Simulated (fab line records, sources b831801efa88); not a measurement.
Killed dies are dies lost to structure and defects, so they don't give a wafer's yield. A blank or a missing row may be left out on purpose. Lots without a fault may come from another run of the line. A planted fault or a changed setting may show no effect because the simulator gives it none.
fab line records | flow sky130
record lots=24 wafers=72 last_day=50
route steps=708 shown SD_N@354 METAL1@440 METAL3@569 CAP2M@603 METAL5@664
lots that met no fault: from a run of the same line without faults
start_h: hours from the record's first day to the start of the lot's first wafer shown | wait_h: hours since the lot's step before | " the same as in the row above | L1.1+2: a row that stands for several wafers | - no value, or no start given | * or withheld: withheld | < > ~ a bound
route shown NAME@n: a module of which the file shows steps, and the number in the route of the first | usual: mean/standard deviation of fault-free wafers | same: alike in all rows | chamber/n: place in a boat | sites: the reading at each site | _std_site: their standard deviation | _edge_site: outer sites' mean less inner sites' | radius_mm: how far each site lies from the wafer's centre | mask NAME#n: copy n | behind: the tool/chamber that last shaped the wafer | hold: why the lot was held/for how many hours/how that ended | device: the transistor (n, p or np) that didn't switch | end of line: the same wafers' tests at the end of the route | a step without rows: its recipe alone | killed: dies lost to structure and defects at the first sort, not the wafer's yield | map: a wafer's dies, x killed, . not, _ none there
set.NAME: the setting as run; set.NAME@STEP: as run at that earlier step | model.NAME: the simulator's own value behind a step, which no gauge read
steps of the route over a sample of lots; a table a step, a row a wafer
services: from which hour (start_h, from the record's first day; less than 0 if before it) a tool's chamber was out of use, for how many hours, and why
## steps
# step SKY_SD_N_TW_MEAS_12
# usual SD_N_TW=3961/27
# columns lot.wafer tool chamber start_h wait_h SD_N_TW
L074.1 film_metro-02 - 642.39 0.1 3939
L074.3 " - " " 3962
L074.4 " - " " 3934
L075.4 film_metro-02 - 647.02 0.1 3924
L075.5 " - " " 3926
L075.6 " - " " 3947
L076.3 film_metro-02 - 665.16 0.1 4000
L076.5 " - " " 3979
L076.6 " - " " 3983
L077.1 film_metro-02 - 668.24 0.1 3945
L077.5 " - " " 3938
L077.6 " - " " 3951
L078.2 film_metro-03 - 691.68 0.1 3927
L078.3 " - " " 3952
L078.5 " - " " 3942
L079.1 film_metro-03 - 694.19 0.1 3983
L079.2 " - " " 3988
L079.6 " - " " 3974
L080.1 film_metro-02 - 697.82 0.1 3964
L080.3 " - " " 3938
L080.4 " - " " 3911
L081.1 film_metro-03 - 704.89 0.1 3925
L081.3 " - " " 3935
L081.4 " - " " 3939
L082.3 film_metro-02 - 719.66 0.1 3922
L082.5 " - " " 3929
L082.6 " - " " 3925
L083.2 film_metro-04 - 730.50 0.1 3995
L083.3 " - " " 3981
L083.4 " - " " 3980
L085.2 film_metro-03 - 738.44 0.1 3942
L085.3 " - " " 3948
L085.4 " - " " 3946
L084.2 film_metro-04 - 739.95 0.1 3978
L084.4 " - " " 3978
L084.5 " - " " 3988
L086.2 film_metro-02 - 741.68 0.1 3992
L086.4 " - " " 3996
L086.5 " - " " 3974
L087.1 film_metro-02 - 757.37 0.1 3905
L087.3 " - " " 3918
L087.5 " - " " 3940
L088.3 film_metro-04 - 764.71 0.1 3987
L088.4 " - " " 3994
L088.5 " - " " 4008
L089.1 film_metro-03 - 773.92 0.1 3971
L089.2 " - " " 3933
L089.4 " - " " 3948
L090.2 film_metro-04 - 780.20 0.1 4002
L090.3 " - " " 4018
L090.6 " - " " 4027
L091.1 film_metro-03 - 785.72 0.1 3965
L091.4 " - " " 3929
L091.5 " - " " 3951
L092.3 film_metro-02 - 792.46 0.1 3954
L092.4 " - " " 3970
L092.5 " - " " 3970
L093.1 film_metro-02 - 795.22 0.1 3954
L093.2 " - " " 3947
L093.5 " - " " 3949
L094.1 film_metro-03 - 797.89 0.1 3944
L094.5 " - " " 3942
L094.6 " - " " 3940
L095.1 film_metro-03 - 804.94 0.1 3954
L095.3 " - " " 3954
L095.4 " - " " 3964
L096.1 film_metro-04 - 816.97 0.1 3979
L096.2 " - " " 4009
L096.5 " - " " 4007
L097.2 film_metro-02 - 834.13 0.1 4001
L097.4 " - " " 3983
L097.6 " - " " 3991
# step SKY_METAL1_THK_MEAS_06
# recipe thk_meas_gauge=xrf reads=AlCu_of_METAL1_SPUTTER_02
# usual METAL1_ALCU_THK=249/3.1
# columns lot.wafer tool chamber start_h wait_h METAL1_ALCU_THK[nm]
L074.1 film_metro-01 - 732.38 0.1 251
L074.3 " - " " 252
L074.4 " - " " 251
L075.4 film_metro-03 - 736.87 0.1 250
L075.5 " - " " 253
L075.6 " - " " 250
L076.3 film_metro-01 - 755.34 0.1 250
L076.5 " - " " 250
L076.6 " - " " 252
L077.1 film_metro-01 - 757.73 0.1 244
L077.5 " - " " 244
L077.6 " - " " 245
L078.2 film_metro-03 - 779.19 0.1 250
L078.3 " - " " 249
L078.5 " - " " 247
L079.1 film_metro-02 - 782.18 0.1 250
L079.2 " - " " 250
L079.6 " - " " 253
L080.1 film_metro-01 - 785.68 0.1 248
L080.3 " - " " 249
L080.4 " - " " 249
L081.1 film_metro-02 - 791.99 0.1 249
L081.3 " - " " 246
L081.4 " - " " 247
L082.3 film_metro-02 - 805.89 0.1 252
L082.5 " - " " 253
L082.6 " - " " 248
L083.2 film_metro-02 - 817.86 0.1 250
L083.3 " - " " 252
L083.4 " - " " 251
L085.2 film_metro-02 - 825.69 0.1 250
L085.3 " - " " 251
L085.4 " - " " 246
L084.2 film_metro-02 - 826.29 0.1 248
L084.4 " - " " 245
L084.5 " - " " 247
L086.2 film_metro-03 - 826.59 0.1 246
L086.4 " - " " 250
L086.5 " - " " 251
L087.1 film_metro-03 - 843.42 0.1 250
L087.3 " - " " 247
L087.5 " - " " 253
L088.3 film_metro-01 - 851.19 0.1 249
L088.4 " - " " 250
L088.5 " - " " 250
L089.1 film_metro-02 - 858.88 0.1 252
L089.2 " - " " 252
L089.4 " - " " 250
L090.2 film_metro-01 - 864.64 0.1 247
L090.3 " - " " 243
L090.6 " - " " 245
L091.1 film_metro-02 - 871.73 0.1 247
L091.4 " - " " 251
L091.5 " - " " 248
L092.3 film_metro-02 - 877.27 0.1 253
L092.4 " - " " 251
L092.5 " - " " 253
L093.1 film_metro-03 - 880.59 0.1 252
L093.2 " - " " 250
L093.5 " - " " 250
L094.1 film_metro-01 - 882.98 0.1 247
L094.5 " - " " 249
L094.6 " - " " 248
L095.1 film_metro-01 - 889.63 0.1 241
L095.3 " - " " 243
L095.4 " - " " 245
L096.1 film_metro-01 - 902.19 0.1 250
L096.2 " - " " 249
L096.5 " - " " 249
L097.2 film_metro-03 - 917.39 0.1 250
L097.4 " - " " 247
L097.6 " - " " 248
# step SKY_METAL3_STRIP_19
# recipe chemistry=O2/N2 power_w=1400 pressure_mtorr=1500 platen_temp_c=withheld o2_flow_sccm=3000 n2_flow_sccm=300 overash_fraction=0.5
# usual drypump_motor_current_A=5.9/0.52 n2_flow_sccm=300.1/0.88 oes_product_au=0.502/0.0066 strip_time_to_endpoint_s=6.53/0.12
# columns lot.wafer tool chamber start_h wait_h drypump_motor_current_A n2_flow_sccm oes_product_au rf_hours_counter_h strip_time_to_endpoint_s
L074.1 plasma_asher-02 0 900.52 0.1 5.6 299.5 0.507 104 6.65
L074.3 " 1 " " 5.8 300.1 0.504 - 6.52
L074.4 " 0 " " 5.6 299.4 0.513 - 6.70
L075.4 plasma_asher-04 1 901.27 0.1 6.2 300.8 0.516 - 6.70
L075.5 " 1 " " 6.2 299.7 0.511 - 6.67
L075.6 " 0 " " 6.5 299.0 0.507 - 6.55
L076.3 plasma_asher-04 0 919.66 0.1 6.5 300.4 0.511 - 6.58
L076.5 " 0 " " 6.4 301.0 0.506 - 6.63
L076.6 " 1 " " 6.2 299.4 0.490 - 6.33
L077.1 plasma_asher-02 0 922.40 0.1 5.6 299.8 0.504 106 6.59
L077.5 " 0 " " 5.6 299.3 0.506 - 6.57
L077.6 " 1 " " 5.8 300.1 0.503 - 6.64
L078.2 plasma_asher-02 0 942.17 0.2 5.6 299.5 0.490 109 6.23
L078.3 " 1 " " 5.8 299.7 0.482 - 6.29
L078.5 " 1 " " 5.8 301.0 0.485 - 6.29
L079.1 plasma_asher-01 1 943.78 0.1 6.2 302.1 0.501 21 6.52
L079.2 " 0 " " 4.8 301.1 0.494 21 6.49
L079.6 " 0 " " 4.8 300.5 0.501 - 6.54
L080.1 plasma_asher-02 1 947.72 0.3 5.8 300.4 0.490 109 6.30
L080.3 " 0 " " 5.6 299.8 0.488 - 6.34
L080.4 " 1 " " 5.7 299.8 0.493 - 6.39
L081.1 plasma_asher-04 0 953.18 0.1 6.5 299.7 0.510 50 6.51
L081.3 " 0 " " 6.5 299.4 0.504 - 6.57
L081.4 " 1 " " 6.2 301.0 0.505 - 6.51
L082.3 plasma_asher-04 0 963.43 0.1 6.5 299.5 0.495 - 6.38
L082.5 " 0 " " 6.5 300.1 0.515 - 6.63
L082.6 " 1 " " 6.2 300.1 0.494 - 6.47
L083.2 plasma_asher-02 0 977.02 0.2 5.6 299.3 0.510 113 6.65
L083.3 " 0 " " 5.7 299.3 0.507 - 6.63
L083.4 " 1 " " 5.8 300.6 0.496 - 6.59
L085.2 plasma_asher-04 0 984.32 0.1 6.4 300.8 0.504 54 6.58
L085.3 " 1 " " 6.2 299.6 0.486 - 6.33
L085.4 " 0 " " 6.4 300.2 0.508 - 6.50
L084.2 plasma_asher-04 1 985.15 0.1 6.2 301.5 0.495 54 6.40
L084.4 " 0 " " 6.4 301.1 0.497 - 6.59
L084.5 " 0 " " 6.5 300.5 0.496 - 6.38
L086.2 plasma_asher-02 0 985.57 0.1 5.7 299.6 0.501 114 6.59
L086.4 " 0 " " 5.6 301.2 0.503 - 6.66
L086.5 " 0 " " 5.6 299.7 0.507 - 6.60
L087.1 plasma_asher-02 1 1000.47 0.1 5.8 302.0 0.495 115 6.24
L087.3 " 0 " " 5.6 300.0 0.495 - 6.34
L087.5 " 1 " " 5.8 299.4 0.490 - 6.27
L088.3 plasma_asher-02 0 1006.47 0.1 5.6 299.3 0.507 - 6.59
L088.4 " 1 " " 5.8 298.7 0.513 - 6.62
L088.5 " 1 " " 5.8 299.2 0.503 - 6.56
L089.1 plasma_asher-01 0 1012.25 0.1 4.8 297.5 0.505 27 6.33
L089.2 " 1 " " 6.2 299.7 0.500 27 6.54
L089.4 " 1 " " 6.2 298.1 0.502 - 6.38
L090.2 plasma_asher-01 1 1018.37 0.1 6.3 300.2 0.501 28 6.60
L090.3 " 0 " " 4.8 299.7 0.499 - 6.56
L090.6 " 1 " " 6.2 300.5 0.502 - 6.58
L091.1 plasma_asher-04 0 1025.20 0.1 6.5 299.7 0.502 58 6.55
L091.4 " 1 " " 6.2 301.7 0.498 - 6.64
L091.5 " 1 " " 6.2 302.3 0.500 - 6.55
L092.3 plasma_asher-01 1 1029.92 0.1 6.2 299.1 0.503 - 6.62
L092.4 " 0 " " 4.8 300.5 0.500 - 6.53
L092.5 " 1 " " 6.2 298.8 0.512 - 6.61
L093.1 plasma_asher-04 1 1032.45 0.1 6.2 301.6 0.505 58 6.56
L093.2 " 0 " " 6.5 300.2 0.499 58 6.65
L093.5 " 0 " " 6.5 298.7 0.504 - 6.62
L094.1 plasma_asher-04 0 1035.95 0.1 6.5 300.2 0.497 59 6.49
L094.5 " 1 " " 6.2 300.3 0.495 - 6.40
L094.6 " 0 " " 6.5 299.4 0.501 - 6.52
L095.1 plasma_asher-01 1 1038.78 0.1 6.2 299.3 0.501 30 6.52
L095.3 " 1 " " 6.2 299.3 0.498 - 6.55
L095.4 " 0 " " 4.8 300.6 0.500 - 6.54
L096.1 plasma_asher-01 1 1051.43 0.1 6.2 298.7 0.507 31 6.57
L096.2 " 0 " " 4.8 300.5 0.495 31 6.48
L096.5 " 1 " " 6.3 298.8 0.506 - 6.53
L097.2 plasma_asher-04 0 1063.55 0.1 6.4 301.0 0.511 62 6.74
L097.4 " 0 " " 6.5 301.6 0.514 - 6.66
L097.6 " 1 " " 6.2 299.9 0.504 - 6.60
# step SKY_CAP2M_CVD_00
# recipe material=SiO2 target_thk_nm=15.5 temp_c=400 time_s=withheld rf_w=450
# usual heater_power_w=742/81
# columns lot.wafer tool chamber start_h wait_h heater_power_w
L074.1 pecvd-02 0 927.61 0.0 787
L074.3 " 1 " " 766
L074.4 " 1 " " 766
L075.4 pecvd-04 2 928.78 0.0 670
L075.5 " 1 " " 658
L075.6 " 0 " " 614
L076.3 pecvd-02 0 946.85 0.0 762
L076.5 " 0 " " 767
L076.6 " 2 " " 854
L077.1 pecvd-03 0 949.69 0.0 868
L077.5 " 1 " " 691
L077.6 " 0 " " 857
L078.2 pecvd-02 1 969.14 0.0 788
L078.3 " 0 " " 714
L078.5 " 0 " " 742
L079.1 pecvd-03 2 970.60 0.0 791
L079.2 " 1 " " 637
L079.6 " 0 " " 940
L080.1 pecvd-04 0 974.81 0.0 700
L080.3 " 1 " " 659
L080.4 " 2 " " 650
L081.1 pecvd-03 1 979.72 0.0 722
L081.3 " 2 " " 725
L081.4 " 0 " " 794
L082.3 pecvd-03 2 989.76 0.0 796
L082.5 " 2 " " 787
L082.6 " 0 " " 810
L083.2 pecvd-02 2 1003.44 0.0 785
L083.3 " 1 " " 632
L083.4 " 0 " " 706
L085.2 pecvd-03 0 1009.73 0.0 879
L085.3 " 2 " " 747
L085.4 " 0 " " 902
L084.2 pecvd-04 1 1010.96 0.0 735
L084.4 " 2 " " 575
L084.5 " 0 " " 629
L086.2 pecvd-03 2 1011.24 0.0 783
L086.4 " 2 " " 810
L086.5 " 0 " " 807
L087.1 pecvd-02 1 1025.86 0.0 666
L087.3 " 0 " " 777
L087.5 " 0 " " 789
L088.3 pecvd-02 2 1032.15 0.0 789
L088.4 " 2 " " 814
L088.5 " 1 " " 664
L089.1 pecvd-03 2 1037.89 0.0 772
L089.2 " 0 " " 770
L089.4 " 0 " " 775
L090.2 pecvd-03 0 1044.05 0.0 911
L090.3 " 2 " " 772
L090.6 " 1 " " 748
L091.1 pecvd-03 2 1050.11 0.0 725
L091.4 " 2 " " 734
L091.5 " 1 " " 638
L092.3 pecvd-02 1 1054.99 0.0 757
L092.4 " 1 " " 750
L092.5 " 2 " " 834
L093.1 pecvd-04 0 1057.86 0.0 706
L093.2 " 1 " " 662
L093.5 " 1 " " 632
L094.1 pecvd-04 0 1060.69 0.0 711
L094.5 " 2 " " 685
L094.6 " 1 " " 629
L095.1 pecvd-04 0 1063.70 0.0 723
L095.3 " 1 " " 593
L095.4 " 0 " " 720
L096.1 pecvd-02 0 1075.26 0.0 808
L096.2 " 2 " " 808
L096.5 " 2 " " 800
L097.2 pecvd-02 2 1087.17 0.0 851
L097.4 " 2 " " 836
L097.6 " 1 " " 719
# step SKY_CAP2M_RS_MEAS_03
# recipe thk_meas_gauge=four-point-probe reads=TiN_of_CAP2M_SPUTTER_02
# usual CAP2M_TIN_RS=6.94/0.081
# columns lot.wafer tool chamber start_h wait_h CAP2M_TIN_RS[ohm/sq]
L074.1 film_metro-03 - 927.80 0.1 6.98
L074.3 " - " " 6.92
L074.4 " - " " 7.03
L075.4 film_metro-04 - 929.02 0.1 6.87
L075.5 " - " " 6.87
L075.6 " - " " 6.77
L076.3 film_metro-01 - 947.08 0.1 6.85
L076.5 " - " " 6.92
L076.6 " - " " 6.99
L077.1 film_metro-03 - 949.88 0.1 6.92
L077.5 " - " " 6.93
L077.6 " - " " 6.87
L078.2 film_metro-04 - 969.35 0.1 6.76
L078.3 " - " " 6.85
L078.5 " - " " 6.84
L079.1 film_metro-01 - 970.80 0.1 6.97
L079.2 " - " " 6.96
L079.6 " - " " 6.96
L080.1 film_metro-01 - 975.00 0.1 6.97
L080.3 " - " " 7.01
L080.4 " - " " 7.04
L081.1 film_metro-04 - 979.91 0.1 6.91
L081.3 " - " " 6.88
L081.4 " - " " 6.87
L082.3 film_metro-03 - 990.00 0.1 6.95
L082.5 " - " " 6.93
L082.6 " - " " 6.91
L083.2 film_metro-04 - 1003.65 0.1 6.85
L083.3 " - " " 6.93
L083.4 " - " " 6.91
L085.2 film_metro-01 - 1009.94 0.1 7.00
L085.3 " - " " 6.97
L085.4 " - " " 7.03
L084.2 film_metro-01 - 1011.17 0.1 7.00
L084.4 " - " " 6.95
L084.5 " - " " 7.02
L086.2 film_metro-04 - 1011.46 0.1 7.00
L086.4 " - " " 6.97
L086.5 " - " " 7.00
L087.1 film_metro-04 - 1026.05 0.1 6.90
L087.3 " - " " 6.81
L087.5 " - " " 6.79
L088.3 film_metro-04 - 1032.42 0.1 6.93
L088.4 " - " " 6.91
L088.5 " - " " 6.90
L089.1 film_metro-01 - 1038.09 0.1 6.92
L089.2 " - " " 6.89
L089.4 " - " " 6.87
L090.2 film_metro-04 - 1044.26 0.1 6.93
L090.3 " - " " 6.85
L090.6 " - " " 6.84
L091.1 film_metro-03 - 1050.30 0.1 6.88
L091.4 " - " " 6.87
L091.5 " - " " 6.89
L092.3 film_metro-04 - 1055.22 0.1 7.06
L092.4 " - " " 7.03
L092.5 " - " " 7.13
L093.1 film_metro-03 - 1058.05 0.1 7.04
L093.2 " - " " 7.10
L093.5 " - " " 7.02
L094.1 film_metro-01 - 1060.88 0.1 6.86
L094.5 " - " " 6.93
L094.6 " - " " 6.90
L095.1 film_metro-03 - 1063.89 0.1 6.94
L095.3 " - " " 6.90
L095.4 " - " " 6.91
L096.1 film_metro-03 - 1075.45 0.1 6.96
L096.2 " - " " 6.96
L096.5 " - " " 6.99
L097.2 film_metro-04 - 1087.38 0.1 7.11
L097.4 " - " " 7.10
L097.6 " - " " 7.12
# step SKY_METAL5_SPUTTER_03
# recipe material=Ti target_thk_nm=5 power_w=3000 time_s=3.3 chamber_pressure_pa=0.4
# usual throttle_valve_pct=30.2/1.2
# columns lot.wafer tool chamber start_h wait_h throttle_valve_pct
L074.1 pvd_sputter-04 - 1002.96 0.0 28.7
L074.3 " - " " 29.5
L074.4 " - " " 30.1
L075.4 pvd_sputter-01 - 1003.34 0.0 31.3
L075.5 " - " " 32.7
L075.6 " - " " 28.6
L076.3 pvd_sputter-04 - 1020.83 0.0 28.8
L076.5 " - " " 29.5
L076.6 " - " " 28.8
L077.1 pvd_sputter-02 - 1023.20 0.0 31.4
L077.5 " - " " 30.0
L077.6 " - " " 31.3
L078.2 pvd_sputter-02 - 1041.32 0.0 28.9
L078.3 " - " " 31.3
L078.5 " - " " 30.1
L079.1 pvd_sputter-02 - 1042.85 0.0 30.1
L079.2 " - " " 31.4
L079.6 " - " " 28.7
L080.1 pvd_sputter-04 - 1047.83 0.0 28.8
L080.3 " - " " 29.5
L080.4 " - " " 30.5
L081.1 pvd_sputter-04 - 1052.15 0.0 28.8
L081.3 " - " " 29.6
L081.4 " - " " 30.4
L082.3 pvd_sputter-01 - 1060.98 0.0 30.9
L082.5 " - " " 31.5
L082.6 " - " " 30.2
L083.2 pvd_sputter-02 - 1074.18 0.0 29.9
L083.3 " - " " 31.1
L083.4 " - " " 28.7
L085.2 pvd_sputter-04 - 1079.53 0.0 30.3
L085.3 " - " " 28.9
L085.4 " - " " 29.7
L084.2 pvd_sputter-02 - 1080.34 0.0 29.5
L084.4 " - " " 31.4
L084.5 " - " " 28.6
L086.2 pvd_sputter-01 - 1080.75 0.0 31.5
L086.4 " - " " 32.5
L086.5 " - " " 28.5
L087.1 pvd_sputter-02 - 1092.95 0.0 31.2
L087.3 " - " " 28.7
L087.5 " - " " 31.1
L088.3 pvd_sputter-01 - 1099.44 0.0 30.1
L088.4 " - " " 32.4
L088.5 " - " " 32.8
L089.1 pvd_sputter-01 - 1105.57 0.0 31.2
L089.2 " - " " 28.6
L089.4 " - " " 30.1
L090.2 pvd_sputter-04 - 1110.17 0.0 30.6
L090.3 " - " " 29.6
L090.6 " - " " 29.4
L091.1 pvd_sputter-02 - 1114.98 0.0 28.4
L091.4 " - " " 31.5
L091.5 " - " " 28.4
L092.3 pvd_sputter-02 - 1120.81 0.0 30.1
L092.4 " - " " 28.7
L092.5 " - " " 28.4
L093.1 pvd_sputter-02 - 1122.83 0.0 30.0
L093.2 " - " " 31.4
L093.5 " - " " 29.5
L094.1 pvd_sputter-02 - 1125.37 0.0 28.5
L094.5 " - " " 30.0
L094.6 " - " " 28.6
L095.1 pvd_sputter-01 - 1128.44 0.0 31.2
L095.3 " - " " 28.8
L095.4 " - " " 32.5
L096.1 pvd_sputter-04 - 1138.16 0.0 29.4
L096.2 " - " " 29.5
L096.5 " - " " 30.2
L097.2 pvd_sputter-01 - 1149.73 0.0 32.8
L097.4 " - " " 28.5
L097.6 " - " " 30.1
## services
# columns tool chamber start_h hours kind
pecvd-02 2 878.12 5.9 repair
pvd_sputter-02 0 912.47 - consumable_replace:kit
pvd_sputter-02 0 912.47 18.0 scheduled_down
pvd_sputter-02 0 912.47 18.0 vent_cycle
plasma_asher-02 - 912.93 1.5 repair
pvd_sputter-02 - 914.11 4.6 repair
plasma_asher-04 - 928.03 14.6 pm
pecvd-03 - 940.19 1.3 repair
plasma_asher-01 - 963.90 14.4 repair
pvd_sputter-04 - 966.98 1.2 repair
pecvd-02 2 975.58 3.8 repair
pecvd-04 1 994.83 5.9 repair
plasma_asher-02 - 1030.45 17.8 repair
pvd_sputter-01 - 1044.31 0.9 repair
plasma_asher-02 - 1055.25 9.0 pm
pecvd-04 - 1085.53 2.8 pm
pvd_sputter-02 3 1085.66 - consumable_replace:kit
pecvd-02 - 1109.87 4.3 pm
plasma_asher-02 - 1111.89 0.3 repair
pecvd-02 - 1114.33 0.7 repair
pecvd-03 0 1116.85 4.9 repair
pvd_sputter-02 - 1130.96 3.2 repair
plasma_asher-02 - 1138.30 6.1 repair
pecvd-02 1 1143.93 2.1 repair
## key
fault none
